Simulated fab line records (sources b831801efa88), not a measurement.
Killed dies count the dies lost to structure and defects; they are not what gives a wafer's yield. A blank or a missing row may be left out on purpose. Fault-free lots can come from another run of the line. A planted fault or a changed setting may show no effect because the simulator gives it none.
fab line records    flow gf180mcu
record lots=6  wafers=18  last_day=32
route steps=602 shown V1@361 M2@362
lots that met no fault: taken from a fault-free run of the same line
start_h: start of the lot's first displayed wafer, in hours after the record's first day    wait_h: hours elapsed since this lot's preceding step    " repeats the value in the row above    L1.1+2: several wafers, shown together as one row    - no value present, or no start provided    * or withheld: withheld    < > ~ a bound
route shown NAME@n: a module of which the file shows steps, and the number in the route of the first    usual: the fault-free wafers' mean and standard deviation    same: alike in all rows    chamber/n: place in a boat    sites: the reading at each site    _std_site: how widely they spread, as a standard deviation    _edge_site: inner sites' mean taken away from outer sites' mean    radius_mm: for every site, how far away it sits from the centre of the wafer    mask NAME#n: copy n    behind: the last tool/chamber to shape the wafer    hold: what put the lot on hold/how long, in hours/how the hold closed    device: the transistor (n, p or np) that didn't switch    end of line: the tests these same wafers got at the end of their route    step lacking rows: just its recipe    killed: count of dies lost to structure and defects at first sort (not the wafer's yield)    map: a wafer's dies, marking killed ones x, the rest . and places with no die _
set.NAME: the setting the step ran with; set.NAME@STEP: the setting that earlier step ran with    model.NAME: the simulator's own value behind a step, which no gauge read
a table for each step, a row for each wafer; lots at some steps of the route
services: a tool's chamber out of use, with start hour (start_h, from the record's first day; less than 0 if before it), hours out, and reason
## steps
# step GF_V1_CMP_26
# recipe stop_on=SiO2  down_force_psi=3.5  platen_rpm=60  t_overpolish_s=15.68  target_thk_nm=0  pad_velocity_m_s=0.94248
# usual edge_zone_pressure_frac=1.001/0.0047  motor_current_A=11.3/1.1  overpolish_run_s=15.679/0.0095  time_to_endpoint_s=85/3.9
lot.wafer  tool    chamber  start_h  wait_h  edge_zone_pressure_frac  motor_current_A  overpolish_run_s  time_to_endpoint_s
L532.1     cmp-01  1        427.15   0.1     0.995                    11.3             15.668            81
L532.6     "       1        "        "       0.998                    10.8             15.645            80
L532.5     "       2        "        "       1.007                    10.3             15.671            87
L542.2     cmp-01  0        516.67   0.1     1.007                    12.5             15.678            87
L542.3     "       2        "        "       1.001                    10.1             15.682            89
L542.6     "       0        "        "       1.000                    12.6             15.674            85
L543.1     cmp-01  0        523.41   0.1     1.005                    12.7             15.664            84
L543.3     "       1        "        "       0.995                    10.9             15.675            86
L543.5     "       0        "        "       0.996                    12.4             15.686            84
L544.3     cmp-02  3        526.67   0.1     0.993                    10.0             15.679            82
L544.2     "       1        "        "       1.002                    10.9             15.676            78
L544.5     "       3        "        "       1.000                    9.8              15.676            81
L545.1     cmp-02  1        532.99   0.1     1.000                    10.7             15.688            80
L545.4     "       3        "        "       1.000                    10.4             15.677            83
L545.6     "       0        "        "       1.005                    11.5             15.678            77
L546.4     cmp-01  2        539.08   0.0     0.996                    10.2             15.670            92
L546.1     "       3        "        "       1.001                    12.1             15.678            88
L546.2     "       1        "        "       0.995                    11.5             15.678            90
# step GF_M2_SPUTTER_00
# recipe material=Ti  target_thk_nm=37.5  arriving_ion_energy_ev=80  substrate_temp_c=200  chamber_pressure_pa=2  power_w=4000  time_s=150
# step GF_M2_SPUTTER_01
# recipe material=TiN  target_thk_nm=30  power_w=6500  time_s=25  chamber_pressure_pa=0.4
# usual cathode_dc_power_W=6499.9/1.2  chamber_pressure_pa=0.4000/0.00084  throttle_valve_pct=30.1/0.82
lot.wafer  tool            chamber  start_h  wait_h  cathode_dc_power_W  chamber_pressure_pa  throttle_valve_pct
L532.1     pvd_sputter-03  -        427.55   0.1     6499.7              0.4010               31.2
L532.5     "               -        "        "       6499.7              0.3988               29.7
L532.6     "               -        "        "       6498.1              0.3990               29.8
L542.2     pvd_sputter-03  -        517.02   0.1     6500.3              0.4008               29.5
L542.3     "               -        "        "       6498.9              0.3997               29.6
L542.6     "               -        "        "       6501.3              0.3981               31.1
L543.1     pvd_sputter-02  -        523.81   0.1     6502.2              0.3997               30.6
L543.3     "               -        "        "       6498.5              0.4000               28.4
L543.5     "               -        "        "       6499.7              0.3987               29.6
L544.2     pvd_sputter-03  -        527.02   0.1     6498.8              0.3997               29.8
L544.3     "               -        "        "       6498.5              0.4006               31.0
L544.5     "               -        "        "       6499.6              0.4012               29.9
L545.1     pvd_sputter-02  -        533.34   0.1     6500.7              0.4002               30.1
L545.4     "               -        "        "       6500.7              0.3988               28.5
L545.6     "               -        "        "       6500.9              0.3998               28.5
L546.1     pvd_sputter-03  -        539.48   0.1     6500.1              0.3988               29.4
L546.2     "               -        "        "       6498.4              0.4009               31.1
L546.4     "               -        "        "       6500.3              0.4009               29.8
# step GF_M2_SPUTTER_02
# recipe material=AlCu  target_thk_nm=450  power_w=10600  time_s=23.9  chamber_pressure_pa=0.4
# usual cathode_dc_power_W=10600/1.8  chamber_pressure_pa=0.3999/0.00076  throttle_valve_pct=30.1/0.83
lot.wafer  tool            chamber  start_h  wait_h  cathode_dc_power_W  chamber_pressure_pa  throttle_valve_pct
L532.1     pvd_sputter-03  -        427.58   0.0     10598               0.3997               31.0
L532.5     "               -        "        "       10600               0.4001               29.6
L532.6     "               -        "        "       10603               0.3999               30.1
L542.2     pvd_sputter-03  -        517.05   0.0     10597               0.3989               29.4
L542.3     "               -        "        "       10601               0.3995               29.8
L542.6     "               -        "        "       10602               0.3989               31.1
L543.1     pvd_sputter-02  -        523.84   0.0     10599               0.3995               30.6
L543.3     "               -        "        "       10601               0.3989               28.5
L543.5     "               -        "        "       10599               0.4002               29.7
L544.2     pvd_sputter-03  -        527.05   0.0     10599               0.3991               30.0
L544.3     "               -        "        "       10600               0.3996               30.8
L544.5     "               -        "        "       10598               0.4002               30.1
L545.1     pvd_sputter-02  -        533.37   0.0     10598               0.3994               29.9
L545.4     "               -        "        "       10602               0.3987               28.4
L545.6     "               -        "        "       10598               0.4000               28.5
L546.1     pvd_sputter-03  -        539.51   0.0     10598               0.4002               29.1
L546.2     "               -        "        "       10601               0.3985               31.0
L546.4     "               -        "        "       10601               0.3994               29.3
# step GF_M2_SPUTTER_03
# recipe material=Ti  target_thk_nm=10  substrate_temp_c=300  chamber_pressure_pa=0.3  power_w=3000  time_s=6.7
# usual cathode_dc_power_W=3000.1/0.54  chamber_pressure_pa=0.3000/0.00062  throttle_valve_pct=30.1/0.84
lot.wafer  tool            chamber  start_h  wait_h  cathode_dc_power_W  chamber_pressure_pa  throttle_valve_pct
L532.1     pvd_sputter-03  -        427.61   0.0     3000.5              0.2996               31.4
L532.5     "               -        "        "       3000.9              0.3001               29.5
L532.6     "               -        "        "       2999.9              0.2997               30.1
L542.2     pvd_sputter-03  -        517.08   0.0     2999.5              0.3003               29.4
L542.3     "               -        "        "       3000.5              0.3001               29.6
L542.6     "               -        "        "       3001.4              0.2993               31.2
L543.1     pvd_sputter-02  -        523.87   0.0     3001.2              0.3007               30.7
L543.3     "               -        "        "       2999.8              0.3001               28.4
L543.5     "               -        "        "       3000.2              0.2999               29.5
L544.2     pvd_sputter-03  -        527.08   0.0     2999.8              0.3008               30.1
L544.3     "               -        "        "       3000.5              0.3004               30.9
L544.5     "               -        "        "       3000.7              0.3005               30.0
L545.1     pvd_sputter-02  -        533.40   0.0     2999.8              0.2993               30.1
L545.4     "               -        "        "       2999.8              0.3003               28.6
L545.6     "               -        "        "       3000.1              0.2999               28.7
L546.1     pvd_sputter-03  -        539.54   0.0     3000.4              0.3016               29.3
L546.2     "               -        "        "       3000.0              0.2996               31.0
L546.4     "               -        "        "       2999.8              0.3006               29.3
# step GF_M2_SPUTTER_04
# recipe material=TiN  target_thk_nm=50  power_w=6500  time_s=41.7  chamber_pressure_pa=0.4
# usual cathode_dc_power_W=6500.1/1.2  chamber_pressure_pa=0.4000/0.00084  throttle_valve_pct=30.1/0.81
lot.wafer  tool            chamber  start_h  wait_h  cathode_dc_power_W  chamber_pressure_pa  throttle_valve_pct
L532.1     pvd_sputter-03  -        427.63   0.0     6500.7              0.4002               31.1
L532.5     "               -        "        "       6499.5              0.4007               29.8
L532.6     "               -        "        "       6500.3              0.3997               29.7
L542.2     pvd_sputter-03  -        517.10   0.0     6500.5              0.4000               29.3
L542.3     "               -        "        "       6500.0              0.3997               29.6
L542.6     "               -        "        "       6498.4              0.3999               30.9
L543.1     pvd_sputter-02  -        523.89   0.0     6499.9              0.3994               30.5
L543.3     "               -        "        "       6499.1              0.3999               28.3
L543.5     "               -        "        "       6498.9              0.3998               29.5
L544.2     pvd_sputter-03  -        527.10   0.0     6499.1              0.3999               30.1
L544.3     "               -        "        "       6501.7              0.4004               31.0
L544.5     "               -        "        "       6499.7              0.4009               30.1
L545.1     pvd_sputter-02  -        533.42   0.0     6498.3              0.3991               30.2
L545.4     "               -        "        "       6502.9              0.4005               28.8
L545.6     "               -        "        "       6500.0              0.3998               28.6
L546.1     pvd_sputter-03  -        539.56   0.0     6501.3              0.4007               29.5
L546.2     "               -        "        "       6497.7              0.3982               31.3
L546.4     "               -        "        "       6499.7              0.4009               29.7
# step GF_M2_RS_MEAS_05
# recipe thk_meas_gauge=four-point-probe  reads=TiN_of_M2_SPUTTER_04+Ti_of_M2_SPUTTER_03+AlCu_of_M2_SPUTTER_02+TiN_of_M2_SPUTTER_01+Ti_of_M2_SPUTTER_00
# usual M2_ALCU_RS=0.0698/0.00087
lot.wafer  tool           chamber  start_h  wait_h  M2_ALCU_RS[ohm/sq]
L532.1     film_metro-02  -        427.67   0.0     0.0700
L532.5     "              -        "        "       0.0696
L532.6     "              -        "        "       0.0706
L542.2     film_metro-03  -        517.16   0.0     0.0708
L542.3     "              -        "        "       0.0711
L542.6     "              -        "        "       0.0710
L543.1     film_metro-02  -        523.93   0.0     0.0684
L543.3     "              -        "        "       0.0687
L543.5     "              -        "        "       0.0676
L544.2     film_metro-03  -        527.16   0.0     0.0692
L544.3     "              -        "        "       0.0687
L544.5     "              -        "        "       0.0697
L545.1     film_metro-03  -        533.46   0.0     0.0690
L545.4     "              -        "        "       0.0681
L545.6     "              -        "        "       0.0684
L546.1     film_metro-02  -        539.60   0.0     0.0697
L546.2     "              -        "        "       0.0704
L546.4     "              -        "        "       0.0706
# step GF_M2_THK_MEAS_06
# recipe thk_meas_gauge=xrf  reads=AlCu_of_M2_SPUTTER_02
# usual M2_ALCU_THK=455/6
lot.wafer  tool           chamber  start_h  wait_h  M2_ALCU_THK[nm]
L532.1     film_metro-02  -        427.79   0.1     455
L532.5     "              -        "        "       453
L532.6     "              -        "        "       449
L542.2     film_metro-03  -        517.27   0.1     444
L542.3     "              -        "        "       443
L542.6     "              -        "        "       443
L543.1     film_metro-02  -        524.05   0.1     465
L543.3     "              -        "        "       466
L543.5     "              -        "        "       471
L544.2     film_metro-03  -        527.27   0.1     455
L544.3     "              -        "        "       457
L544.5     "              -        "        "       453
L545.1     film_metro-03  -        533.58   0.1     458
L545.4     "              -        "        "       466
L545.6     "              -        "        "       461
L546.1     film_metro-02  -        539.72   0.1     455
L546.2     "              -        "        "       454
L546.4     "              -        "        "       453
# step GF_M2_DEHYDRATE_07
# recipe temp_c=200  time_s=60
# step GF_M2_HMDS_08
# recipe prime_time_s=60  prime_temp_c=120
# step GF_M2_COAT_09
# recipe resist=KrF  spin_rpm=withheld  resist_thk_nm=1000
# step GF_M2_SOFTBAKE_10
# recipe temp_c=130  time_s=60  resist=KrF
# step GF_M2_EXPOSE_11
# recipe mask_id=Metal2  target_cd_nm=280  na=0.68  source_shape=conventional  sigma_outer=0.6  dose_mj=28
# usual exposure_dose_mJ_cm2=27.982/0.029  focus_offset_nm=0.1/0.55
lot.wafer  tool            chamber  start_h  wait_h  mask      exposure_dose_mJ_cm2  focus_offset_nm
L532.1     krf_scanner-02  0        439.68   -       Metal2#0  28.005                -0.4
L532.5     "               0        "        "       Metal2#0  27.944                -0.2
L532.6     "               0        "        "       Metal2#0  27.998                -0.3
L542.2     krf_scanner-02  -        528.95   -       Metal2#0  -                     -
L542.3     "               -        "        "       Metal2#0  -                     -
L542.6     "               -        "        "       Metal2#0  -                     -
L543.1     krf_scanner-01  -        535.36   -       Metal2#0  -                     -
L543.3     "               -        "        "       Metal2#0  -                     -
L543.5     "               -        "        "       Metal2#0  -                     -
L544.2     krf_scanner-02  0        538.54   -       Metal2#0  27.978                -0.1
L544.3     "               0        "        "       Metal2#0  28.014                -0.7
L544.5     "               0        "        "       Metal2#0  27.982                0.3
L545.1     krf_scanner-01  0        545.62   -       Metal2#0  27.960                0.0
L545.4     "               0        "        "       Metal2#0  27.940                0.4
L545.6     "               0        "        "       Metal2#0  27.945                1.0
L546.1     krf_scanner-01  0        550.92   -       Metal2#0  27.951                0.6
L546.2     "               0        "        "       Metal2#0  27.971                0.6
L546.4     "               0        "        "       Metal2#0  28.021                0.5
# step GF_M2_PEB_12
# recipe peb_temp_c=135  peb_time_s=90  resist=KrF
## services
tool            chamber  start_h  hours  kind
cmp-02          -        404.13   4.0    pm
cmp-02          -        408.13   -      consumable_replace:conditioner
cmp-02          -        408.13   -      consumable_replace:pad
cmp-02          -        412.29   1.5    repair
krf_scanner-02  -        427.72   0.8    pm
krf_scanner-02  -        443.22   1.3    pm
cmp-01          -        445.80   5.2    pm
cmp-02          -        452.74   1.4    repair
cmp-01          -        453.23   1.7    repair
pvd_sputter-02  -        479.58   3.5    repair
pvd_sputter-03  -        485.97   0.5    repair
pvd_sputter-02  -        500.48   1.1    repair
cmp-02          -        500.90   5.3    pm
pvd_sputter-02  -        506.28   4.6    repair
cmp-02          -        506.98   11.1   repair
krf_scanner-01  -        510.03   1.0    pm
krf_scanner-02  -        527.86   1.0    pm
krf_scanner-02  -        533.80   3.8    repair
krf_scanner-01  -        537.55   1.3    pm
krf_scanner-01  -        548.91   0.8    pm
## key
first_sign step=GF_M2_EXPOSE_11  reading=tool_record  direction=missing
effect none on later readings
met_at GF_M2_EXPOSE_11
struck_wafers L542.2,L542.3,L542.6,L543.1,L543.3,L543.5
later_rows_left_out L542.2,L542.3,L542.6,L543.1,L543.3,L543.5
sort_left_out L542.2,L542.3,L542.6,L543.1,L543.3,L543.5
onset_between 439.68 528.95
fault kind=skipped_step_whole  tool=krf_scanner-01,krf_scanner-02  chamber=-  onset_h=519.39  steps=GF_M2_EXPOSE_11  scope=struck_lots_only
# sort_left_out: the simulated sort isn't trusted on such a fault, so these wafers' sort isn't shown, and their yield isn't known
# later_rows_left_out: the simulator's readings of these wafers behind a module that went badly wrong aren't trusted and aren't shown, but for the sort
